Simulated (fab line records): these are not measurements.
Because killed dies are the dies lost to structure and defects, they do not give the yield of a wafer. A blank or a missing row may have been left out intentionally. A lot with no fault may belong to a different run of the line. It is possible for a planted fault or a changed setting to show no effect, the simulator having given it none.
Struck lot and sound lot, side by side + flow sky130 + 43 out of 708 route steps
Sound: wafers L211.4, L211.5, L211.6. The struck wafers were L215.1, L215.3, L215.5. The cause comes at the end.
Order at every step that has rows: each side's tool, ch and its chambers, its first start. Under that, the readings that differ: sound wafers + struck wafers + difference of the means + sigmas: that difference in standard deviations of wafers without a fault.
alike: readings whose means differ by less than 2 such deviations, and words and numbers that are the same on both sides. not compared: withheld readings, readings that some wafer has no value for, bounds like >300 that may hide the same value, and numbers for which the record gives no deviation and whose values overlap.
The two part at a step that has a row with sigmas, a row that says differs or no value, or rows on one side only. When numbers do not overlap yet have no deviation, they are printed without sigmas and do not part them. A reading missing from all wafers of one side parts the sides only when that side holds two or more wafers.

first, 5 steps without rows for these wafers: SKY_CONTACT_COAT_09 (resist thk 450 nm); SKY_CONTACT_SOFTBAKE_10 (time 90 s); SKY_CONTACT_EXPOSE_11 (exposes mask CTM1, target cd 170 nm); SKY_CONTACT_PEB_12; SKY_CONTACT_DEVELOP_13 (develop time 60 s).
SKY_CONTACT_CD_MEAS_14: target cd 170 nm.
  struck on cd_sem-01, day 35 20:49; sound on cd_sem-01, day 34 18:50
  alike: cd_nm
SKY_CONTACT_OVL_MEAS_15:
  struck on overlay-02, day 35 20:56; sound on overlay-02, day 34 18:55
  alike: CONTACT_OVL
then, 1 step without rows for these wafers: SKY_CONTACT_ETCH_16 (etches BARC in N2/H2, stops on SiO2, time 45.9 s, target depth 60 nm).
SKY_CONTACT_ETCH_17: etches SiO2 in C4F8/O2/Ar, stops on Si3N4, target depth 340 nm.
  sound on rie_diel-01 ch 0,3, day 34 18:58; struck on rie_diel-04 ch 0,1, day 35 21:01
  alike: oes_product_au
then, 3 steps without rows for these wafers: SKY_CONTACT_ETCH_18 (etches Si3N4 in CHF3/O2, stops on TiN, time 39 s, target depth 75 nm); SKY_CONTACT_STRIP_19 (strips in O2/N2); SKY_CONTACT_STRIP_20 (strips in post etch residue remover, time 1200 s).
SKY_CONTACT_CLEAN_21: cleans in IPA, time 180 s.
  sound on wet_bench-03 ch 3, day 34 19:30; struck on wet_bench-03 ch 1, day 35 21:33
then, 1 step without rows for these wafers: SKY_CONTACT_CLEAN_22 (cleans in O3/DIW).
SKY_CONTACT_SPUTTER_23: material TiN, target thk 20 nm, time 80 s.
  struck on pvd_sputter-03, day 35 21:49; sound on pvd_sputter-03, day 34 19:39
  alike: throttle_valve_pct
then, 1 step without rows for these wafers: SKY_CONTACT_CVD_24 (deposits W, target thk 340 nm, time 102.12 s).
SKY_CONTACT_RS_MEAS_25: a four-point-probe measurement.
  struck on film_metro-03, day 35 21:59; sound on film_metro-01, day 34 19:53
  alike: CONTACT_W_RS
SKY_CONTACT_THK_MEAS_26: measures by xrf.
  struck on film_metro-03, day 35 22:06; sound on film_metro-01, day 34 19:58
  alike: CONTACT_W_THK
then, 1 step without rows for these wafers: SKY_CONTACT_CMP_27 (polishes, stops on SiO2, t overpolish 15 s, target thk 0 nm).
SKY_METAL1_SPUTTER_00: material Ti, target thk 15 nm, time 10 s.
  struck on pvd_sputter-01, day 35 22:28; sound on pvd_sputter-02, day 34 20:18
  alike: throttle_valve_pct
then, 1 step without rows for these wafers: SKY_METAL1_SPUTTER_01 (material TiN, target thk 20 nm, time 16.7 s).
SKY_METAL1_SPUTTER_02: material AlCu, target thk 250 nm, time 13.3 s.
  struck on pvd_sputter-01, day 35 22:31; sound on pvd_sputter-02, day 34 20:21
  alike: throttle_valve_pct
then, 2 steps without rows for these wafers: SKY_METAL1_SPUTTER_03 (material Ti, target thk 5 nm, time 3.3 s); SKY_METAL1_SPUTTER_04 (material TiN, target thk 70 nm, time 58.3 s).
SKY_METAL1_RS_MEAS_05: a four-point-probe measurement.
  struck on film_metro-03, day 35 22:36; sound on film_metro-04, day 34 20:30
  alike: METAL1_ALCU_RS
SKY_METAL1_THK_MEAS_06: measures by xrf.
  struck on film_metro-03, day 35 22:43; sound on film_metro-04, day 34 20:35
  alike: METAL1_ALCU_THK
then, 8 steps without rows for these wafers: SKY_METAL1_DEHYDRATE_07 (time 60 s); SKY_METAL1_HMDS_08 (prime time 60 s); SKY_METAL1_COAT_09 (resist thk 60 nm); SKY_METAL1_COAT_10 (resist thk 450 nm); SKY_METAL1_SOFTBAKE_11 (time 90 s); SKY_METAL1_EXPOSE_12 (exposes mask MM1, target cd 140 nm); SKY_METAL1_PEB_13; SKY_METAL1_DEVELOP_14 (develop time 60 s).
SKY_METAL1_CD_MEAS_15: target cd 140 nm.
  struck on cd_sem-01, day 37 00:10; sound on cd_sem-01, day 35 22:47
| reading    | sound             | struck            | difference | sigmas |
|------------|-------------------|-------------------|------------|--------|
| cd_nm (nm) | 137.3 138.0 138.6 | 143.0 142.7 142.3 | +4.7       | +3     |
SKY_METAL1_OVL_MEAS_16:
  struck on overlay-02, day 37 00:17; sound on overlay-01, day 35 22:52
  alike: METAL1_OVL
SKY_METAL1_DESCUM_17: chemistry O2, time 8 s.
  sound on rie_metal-01 ch 0,1, day 35 22:53; struck on rie_metal-03 ch 1, day 37 00:19
  alike: drypump_motor_current_A, oes_product_au
  not compared: rf_hours_counter_h
then, 5 steps without rows for these wafers: SKY_METAL1_ETCH_18 (etches BARC in N2/H2, stops on SiO2, time 47.78 s, target depth 60 nm); SKY_METAL1_METAL_ETCH_19 (etches the open film in Cl2/BCl3, stops on SiO2, target depth 360 nm, time 78 s); SKY_METAL1_STRIP_20 (strips in O2/N2); SKY_METAL1_STRIP_21 (strips in post etch residue remover, time 1200 s); SKY_METAL1_CLEAN_22 (cleans in IPA, time 180 s).
-- the record jumps here: 12 days lie between the struck wafers' starts before and after (it left off in module METAL1 and takes up again in module PAD_OPEN, whose first step shown is number 708 of the route) --
SKY_PAD_OPEN_PROBE_99:
  struck on prober-02, day 49 01:53; sound on prober-01, day 48 06:21
| reading            | sound     | struck      | difference | sigmas |
|--------------------|-----------|-------------|------------|--------|
| killed_at_contacts | 36 32 29  | 76 74 73    | +42        | +8     |
| killed_dies        | 92 102 80 | 132 139 138 | +45        | +5     |
  alike: killed_at_M0_to_M3, killed_at_M4_up, killed_at_front_end, killed_at_other, killed_open, killed_short

== WHERE THEY PART ==
First at SKY_METAL1_CD_MEAS_15; last, within this record, at SKY_PAD_OPEN_PROBE_99.

WHY: the cause the simulator had injected
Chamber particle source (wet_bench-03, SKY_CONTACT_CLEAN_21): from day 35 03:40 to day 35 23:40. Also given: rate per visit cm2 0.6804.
